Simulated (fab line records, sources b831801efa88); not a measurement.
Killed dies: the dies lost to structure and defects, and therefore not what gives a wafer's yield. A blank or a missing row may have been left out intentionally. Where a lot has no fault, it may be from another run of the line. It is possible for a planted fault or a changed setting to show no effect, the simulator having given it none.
fab line records	flow gf180mcu
[record] lots = 14	wafers = 42	last-day = 34
route steps=602 shown TOP_METAL@569 PASSIVATION@589
lots untouched by any fault: they come from a run of this same line in which no faults occurred
start-h: hours from the record's opening day to when the first of the lot's shown wafers began	wait-h: how many hours have passed since the lot's step before this one	" unchanged from the row above	L1.1+2: one row covering several wafers at once	- no value present, or no start provided	* or withheld: withheld	< > ~ a bound
route shown NAME@n: NAME is a module with steps in the file, n the number in the route of the first one	usual: the fault-free wafers' mean and standard deviation	same: alike in all rows	chamber/n: place in a boat	sites: per-site readings	_std_site: standard deviation across them	_edge_site: mean of outer sites minus mean of inner sites	radius-mm: for every site, how far away it sits from the centre of the wafer	mask NAME#n: copy n	behind: the tool/chamber that last shaped the wafer	hold: reason for holding the lot/hours on hold/outcome of the hold	device: transistor that didn't switch, given as n, p or np	end of line: tests of these same wafers at the route's end	where a step has no rows: the recipe by itself	killed: count of dies lost to structure and defects at first sort (not the wafer's yield)	map: the dies of a wafer, with x for killed, . for not killed, _ for no die there
set.NAME: the setting as run; set.NAME@STEP: as run at that earlier step	model.NAME: the simulator's own value behind a step, which no gauge read
a sample of lots followed through the steps of the route, with each step as a table and each wafer as a row
services: a tool's chamber out of use, with start hour (start-h, from the record's first day; less than 0 if before it), hours out, and reason
[[steps]]
[step GF_TOP_METAL_SPUTTER_02]
[recipe] material = AlCu	target-thk-nm = 900	power-w = 10600	chamber-pressure-pa = 0.3	substrate-temp-c = 250	gas = Ar	time-s = 47.82
[usual] substrate-temp-c = 249.97/0.17	throttle-valve-pct = 29.7/1
lot.wafer	tool	chamber	start-h	wait-h	substrate-temp-c	throttle-valve-pct
L142.2	pvd-sputter-02	-	630.35	0.0	250.25	30.0
L142.4	"	-	"	"	250.12	28.4
L142.5	"	-	"	"	249.92	29.7
L143.3	pvd-sputter-03	-	645.43	0.0	249.62	30.1
L143.4	"	-	"	"	249.97	28.6
L143.5	"	-	"	"	249.95	30.1
L146.1	pvd-sputter-01	-	662.06	0.0	249.89	28.9
L146.3	"	-	"	"	250.18	31.9
L146.6	"	-	"	"	250.24	28.9
L145.1	pvd-sputter-03	-	664.68	0.0	250.10	30.5
L145.4	"	-	"	"	249.68	30.1
L145.6	"	-	"	"	249.76	30.1
L151.1	pvd-sputter-03	-	697.68	0.0	250.22	30.2
L151.3	"	-	"	"	249.78	29.3
L151.6	"	-	"	"	249.86	30.1
L154.1	pvd-sputter-02	-	717.50	0.0	250.06	29.6
L154.2	"	-	"	"	249.61	29.8
L154.4	"	-	"	"	250.24	28.4
L155.1	pvd-sputter-02	-	722.89	0.0	249.82	29.7
L155.2	"	-	"	"	249.98	28.9
L155.3	"	-	"	"	250.03	29.7
L158.1	pvd-sputter-01	-	738.24	0.0	250.35	28.8
L158.3	"	-	"	"	249.93	30.2
L158.5	"	-	"	"	249.86	30.3
L159.2	pvd-sputter-02	-	744.05	0.0	250.15	29.8
L159.3	"	-	"	"	249.93	28.9
L159.6	"	-	"	"	250.19	29.6
L161.3	pvd-sputter-01	-	755.94	0.0	249.71	32.0
L161.5	"	-	"	"	249.47	31.9
L161.6	"	-	"	"	249.94	28.9
L162.1	pvd-sputter-03	-	764.29	0.0	249.74	29.3
L162.2	"	-	"	"	249.99	28.7
L162.5	"	-	"	"	250.04	28.7
L163.3	pvd-sputter-03	-	769.27	0.0	249.72	28.8
L163.4	"	-	"	"	249.86	29.8
L163.5	"	-	"	"	249.82	29.8
L164.1	pvd-sputter-03	-	773.98	0.0	250.17	28.4
L164.2	"	-	"	"	250.06	30.0
L164.4	"	-	"	"	249.91	30.1
L165.1	pvd-sputter-01	-	783.13	0.0	249.63	30.2
L165.2	"	-	"	"	249.99	28.8
L165.4	"	-	"	"	250.02	29.1
[step GF_PASSIVATION_CVD_02]
[recipe] material = Si3N4	target-thk-nm = 700	time-s = 486.18	temp-c = 400	rf-w = 450
[usual] heater-power-w = 716/93	susceptor-temp-C = 400.01/0.24
lot.wafer	tool	chamber	start-h	wait-h	heater-power-w	susceptor-temp-C
L142.2	pecvd-04	1	652.03	0.0	612	399.77
L142.4	"	2	"	"	885	399.71
L142.5	"	1	"	"	676	399.62
L143.3	pecvd-04	0	665.87	0.0	725	399.89
L143.4	"	0	"	"	761	399.94
L143.5	"	2	"	"	886	399.98
L146.1	pecvd-01	2	682.36	0.1	657	400.10
L146.3	"	1	"	"	561	400.00
L146.6	"	0	"	"	623	400.09
L145.1	pecvd-04	0	684.72	0.1	692	399.93
L145.4	"	1	"	"	667	400.43
L145.6	"	0	"	"	712	399.73
L151.1	pecvd-04	1	717.11	0.1	595	400.18
L151.3	"	2	"	"	876	399.75
L151.6	"	0	"	"	721	399.93
L154.1	pecvd-02	2	736.99	0.1	687	400.38
L154.2	"	1	"	"	867	400.44
L154.4	"	0	"	"	734	400.08
L155.1	pecvd-04	2	741.46	0.1	751	400.22
L155.2	"	1	"	"	650	399.90
L155.3	"	0	"	"	730	399.84
L158.1	pecvd-02	1	756.53	0.1	848	400.13
L158.3	"	0	"	"	707	400.03
L158.5	"	1	"	"	899	400.04
L159.2	pecvd-02	1	761.23	0.0	752	399.39
L159.3	"	2	"	"	689	400.13
L159.6	"	2	"	"	565	399.99
L161.3	pecvd-02	2	773.33	0.0	672	399.78
L161.5	"	1	"	"	864	400.17
L161.6	"	2	"	"	696	400.04
L162.1	pecvd-01	2	781.07	0.1	692	399.58
L162.2	"	1	"	"	603	400.18
L162.5	"	0	"	"	731	400.09
L163.3	pecvd-04	1	785.83	0.0	588	400.30
L163.4	"	2	"	"	862	400.27
L163.5	"	0	"	"	618	399.98
L164.1	pecvd-04	0	790.69	0.1	677	400.14
L164.2	"	1	"	"	701	400.19
L164.4	"	2	"	"	837	399.84
L165.1	pecvd-01	0	798.76	0.1	649	400.16
L165.2	"	1	"	"	660	400.08
L165.4	"	0	"	"	684	400.53
[step GF_PASSIVATION_THK_MEAS_03]
[recipe] reads = Si3N4_of_PASSIVATION_CVD_02
[usual] PASSIVATION_CVD_02_THK = 701/10
lot.wafer	tool	chamber	start-h	wait-h	PASSIVATION_CVD_02_THK[nm]
L142.2	film-metro-03	-	652.47	0.3	696
L142.4	"	-	"	"	707
L142.5	"	-	"	"	708
L143.3	film-metro-01	-	666.18	0.2	702
L143.4	"	-	"	"	712
L143.5	"	-	"	"	715
L146.1	film-metro-03	-	682.65	0.1	707
L146.3	"	-	"	"	693
L146.6	"	-	"	"	718
L145.1	film-metro-04	-	685.00	0.1	703
L145.4	"	-	"	"	701
L145.6	"	-	"	"	707
L151.1	film-metro-03	-	717.40	0.1	692
L151.3	"	-	"	"	703
L151.6	"	-	"	"	703
L154.1	film-metro-01	-	737.27	0.1	691
L154.2	"	-	"	"	695
L154.4	"	-	"	"	703
L155.1	film-metro-04	-	741.74	0.1	704
L155.2	"	-	"	"	690
L155.3	"	-	"	"	685
L158.1	film-metro-01	-	756.81	0.1	700
L158.3	"	-	"	"	685
L158.5	"	-	"	"	709
L159.2	film-metro-03	-	761.52	0.2	683
L159.3	"	-	"	"	688
L159.6	"	-	"	"	699
L161.3	film-metro-03	-	773.64	0.2	696
L161.5	"	-	"	"	707
L161.6	"	-	"	"	706
L162.1	film-metro-04	-	781.36	0.1	699
L162.2	"	-	"	"	695
L162.5	"	-	"	"	699
L163.3	film-metro-03	-	786.13	0.2	691
L163.4	"	-	"	"	715
L163.5	"	-	"	"	718
L164.1	film-metro-03	-	790.97	0.1	682
L164.2	"	-	"	"	682
L164.4	"	-	"	"	713
L165.1	film-metro-04	-	799.05	0.1	685
L165.2	"	-	"	"	697
L165.4	"	-	"	"	707
[step GF_PASSIVATION_STRIP_12]
[recipe] chemistry = O2/N2	power-w = 1400	pressure-mtorr = 1500	platen-temp-c = 250	o2-flow-sccm = 3000	n2-flow-sccm = 300	overash-fraction = 0.5
[usual] chamber-pressure-mTorr = 1500.1/1.4	drypump-motor-current-A = 5.7/0.37	heater-power-w = 329/34	oes-product-au = 0.719/0.0046	platen-temp-c = 249.96/0.18	strip-time-to-endpoint-s = 34.7/0.37
lot.wafer	tool	chamber	start-h	wait-h	chamber-pressure-mTorr	drypump-motor-current-A	heater-power-w	oes-product-au	platen-temp-c	rf-hours-counter-h	strip-time-to-endpoint-s
L142.2	plasma-asher-02	1	672.00	0.1	1500.7	5.8	349	0.723	250.14	109	34.7
L142.4	"	0	"	"	1498.3	5.7	279	0.723	249.77	-	35.4
L142.5	"	0	"	"	1500.5	5.7	277	0.725	249.81	-	35.1
L143.3	plasma-asher-01	1	684.94	0.2	1501.6	6.0	283	0.722	249.59	-	34.3
L143.4	"	0	"	"	1501.7	5.9	337	0.717	250.23	-	34.3
L143.5	"	1	"	"	1499.4	6.0	294	0.720	249.78	-	35.1
L146.1	plasma-asher-04	1	701.96	0.1	1500.6	4.9	331	0.725	249.88	90	35.3
L146.3	"	1	"	"	1500.0	4.9	331	0.726	249.78	-	35.0
L146.6	"	0	"	"	1501.3	5.5	393	0.719	250.22	-	35.0
L145.1	plasma-asher-02	0	704.15	0.1	1500.2	5.7	282	0.715	249.79	113	35.0
L145.4	"	1	"	"	1501.2	5.8	346	0.722	250.03	-	34.5
L145.6	"	1	"	"	1498.3	5.8	332	0.715	250.28	-	35.0
L151.1	plasma-asher-04	0	735.46	0.1	1498.8	5.6	384	0.721	250.07	93	34.9
L151.3	"	0	"	"	1498.1	5.5	390	0.718	250.10	-	34.9
L151.6	"	1	"	"	1498.0	4.9	333	0.716	249.95	-	34.9
L154.1	plasma-asher-01	1	753.90	0.1	-	-	-	-	-	-	-
L154.2	"	0	"	"	-	-	-	-	-	-	-
L154.4	"	0	"	"	-	-	-	-	-	-	-
L155.1	plasma-asher-02	1	758.25	0.1	-	-	-	-	-	-	-
L155.2	"	0	"	"	-	-	-	-	-	-	-
L155.3	"	0	"	"	-	-	-	-	-	-	-
L158.1	plasma-asher-01	1	773.25	0.1	1501.0	6.0	285	0.719	249.82	37	34.1
L158.3	"	0	"	"	1499.5	5.9	329	0.724	249.70	-	34.4
L158.5	"	0	"	"	1497.2	6.0	335	0.709	249.84	-	34.5
L159.2	plasma-asher-01	0	777.30	0.1	1498.0	6.0	321	0.720	249.80	38	34.2
L159.3	"	1	"	"	1500.5	6.0	290	0.713	250.22	-	34.5
L159.6	"	1	"	"	1500.7	6.0	288	0.716	249.90	-	34.6
L161.3	plasma-asher-02	0	788.54	0.2	1499.3	5.7	299	0.714	249.72	-	34.4
L161.5	"	0	"	"	1497.5	5.7	299	0.716	249.78	-	34.5
L161.6	"	1	"	"	1501.9	5.8	345	0.717	250.03	-	34.7
L162.1	plasma-asher-02	1	796.90	0.1	1500.4	5.8	334	0.717	249.47	5	34.5
L162.2	"	0	"	"	1499.4	5.7	298	0.721	249.68	5	34.4
L162.5	"	1	"	"	1499.9	5.8	332	0.724	249.92	-	33.9
L163.3	plasma-asher-01	0	800.79	0.2	1498.9	5.9	337	0.709	250.09	-	34.6
L163.4	"	1	"	"	1500.3	6.1	288	0.713	249.91	-	35.0
L163.5	"	0	"	"	1501.9	5.9	333	0.715	250.15	-	34.8
L164.1	plasma-asher-01	1	805.06	0.1	1498.7	6.0	293	0.718	249.55	41	34.7
L164.2	"	0	"	"	1499.6	5.9	332	0.722	249.98	41	34.9
L164.4	"	1	"	"	1499.8	6.0	290	0.720	249.98	-	34.7
L165.1	plasma-asher-02	0	813.60	0.1	1501.3	5.7	297	0.720	249.97	7	35.2
L165.2	"	1	"	"	1499.4	5.8	332	0.715	250.48	7	34.5
L165.4	"	0	"	"	1499.6	5.7	294	0.719	249.78	-	34.4
[step GF_PASSIVATION_BOW_MEAS_14]
[recipe] mode = bow
[usual] PASSIVATION_BOW = 135/10
lot.wafer	tool	chamber	start-h	wait-h	hold	PASSIVATION_BOW[um]
L142.2	film-metro-04	-	673.65	0.0	-	136
L142.4	"	-	"	"	-	150
L142.5	"	-	"	"	-	139
L143.3	film-metro-03	-	686.54	0.0	-	130
L143.4	"	-	"	"	-	137
L143.5	"	-	"	"	-	135
L146.1	film-metro-04	-	704.38	0.0	-	139
L146.3	"	-	"	"	-	141
L146.6	"	-	"	"	-	128
L145.1	film-metro-01	-	705.88	0.0	-	126
L145.4	"	-	"	"	-	136
L145.6	"	-	"	"	-	125
L151.1	film-metro-01	-	737.06	0.0	-	143
L151.3	"	-	"	"	-	138
L151.6	"	-	"	"	-	154
L154.1	film-metro-01	-	755.50	0.0	await-dispo/0.2h/release	117
L154.2	"	-	"	"	await-dispo/0.2h/release	93
L154.4	"	-	"	"	await-dispo/0.2h/release	107
L154.1	film-metro-01	-	755.80	0.3	-	-
L154.2	"	-	"	"	-	-
L154.4	"	-	"	"	-	-
L155.1	film-metro-03	-	759.85	0.0	-	123
L155.2	"	-	"	"	-	113
L155.3	"	-	"	"	-	123
L158.1	film-metro-03	-	774.85	0.0	-	137
L158.3	"	-	"	"	-	129
L158.5	"	-	"	"	-	131
L159.2	film-metro-03	-	778.92	0.0	-	127
L159.3	"	-	"	"	-	120
L159.6	"	-	"	"	-	138
L161.3	film-metro-01	-	790.14	0.0	-	141
L161.5	"	-	"	"	-	111
L161.6	"	-	"	"	-	110
L162.1	film-metro-03	-	798.50	0.0	-	139
L162.2	"	-	"	"	-	134
L162.5	"	-	"	"	-	140
L163.3	film-metro-03	-	802.39	0.0	-	148
L163.4	"	-	"	"	-	134
L163.5	"	-	"	"	-	134
L164.1	film-metro-03	-	806.66	0.0	-	127
L164.2	"	-	"	"	-	124
L164.4	"	-	"	"	-	116
L165.1	film-metro-04	-	815.23	0.0	-	118
L165.2	"	-	"	"	-	132
L165.4	"	-	"	"	-	128
[[services]]
tool	chamber	start-h	hours	kind
pvd-sputter-01	3	606.55	-	consumable-replace:kit
pvd-sputter-02	-	607.57	2.9	repair
pecvd-04	-	610.89	0.7	repair
pecvd-04	0	647.29	16.4	repair
pvd-sputter-02	-	660.69	7.4	repair
plasma-asher-04	-	669.65	14.6	pm
plasma-asher-01	-	687.12	4.0	repair
pecvd-04	-	695.07	0.5	repair
pvd-sputter-03	0	700.98	-	consumable-replace:kit
pvd-sputter-03	0	700.98	18.0	scheduled-down
pvd-sputter-03	0	700.98	18.0	vent-cycle
pvd-sputter-03	-	708.46	1.6	repair
plasma-asher-02	-	721.90	1.6	repair
plasma-asher-02	-	733.75	9.0	pm
plasma-asher-02	0	733.75	12.4	vent-cycle
plasma-asher-02	1	733.75	12.4	vent-cycle
plasma-asher-02	-	742.35	3.8	repair
plasma-asher-02	0	742.75	-	clean
plasma-asher-02	1	742.75	-	clean
pecvd-01	1	761.75	4.9	repair
pvd-sputter-03	-	777.07	0.6	repair
pecvd-04	-	786.21	1.7	repair
pecvd-01	-	799.38	14.0	pm
pvd-sputter-01	-	802.14	11.6	repair
[[key]]
[first-sign] step = GF_PASSIVATION_STRIP_12	reading = tool-record	direction = missing
[effect] step = GF_PASSIVATION_BOW_MEAS_14	reading = visit	direction = added
met-at GF_PASSIVATION_STRIP_12
struck-lots L154,L155
later-rows-left-out L154.1,L154.2,L154.4,L155.1,L155.2,L155.3
sort-left-out L154.1,L154.2,L154.4,L155.1,L155.2,L155.3
not-acting-at GF_TOP_METAL_SPUTTER_02,GF_PASSIVATION_CVD_02,GF_PASSIVATION_THK_MEAS_03
onset-between 704.15 753.90
[fault] kind = skipped-step-whole	tool = plasma-asher-01,plasma-asher-02	chamber = -	onset-h = 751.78	steps = GF_PASSIVATION_STRIP_12	scope = struck-lots-only
// sort-left-out: the simulated sort isn't trusted on such a fault, so these wafers' sort isn't shown, and their yield isn't known
// later-rows-left-out: the simulator's readings of these wafers behind a module that went badly wrong aren't trusted and aren't shown, but for the sort
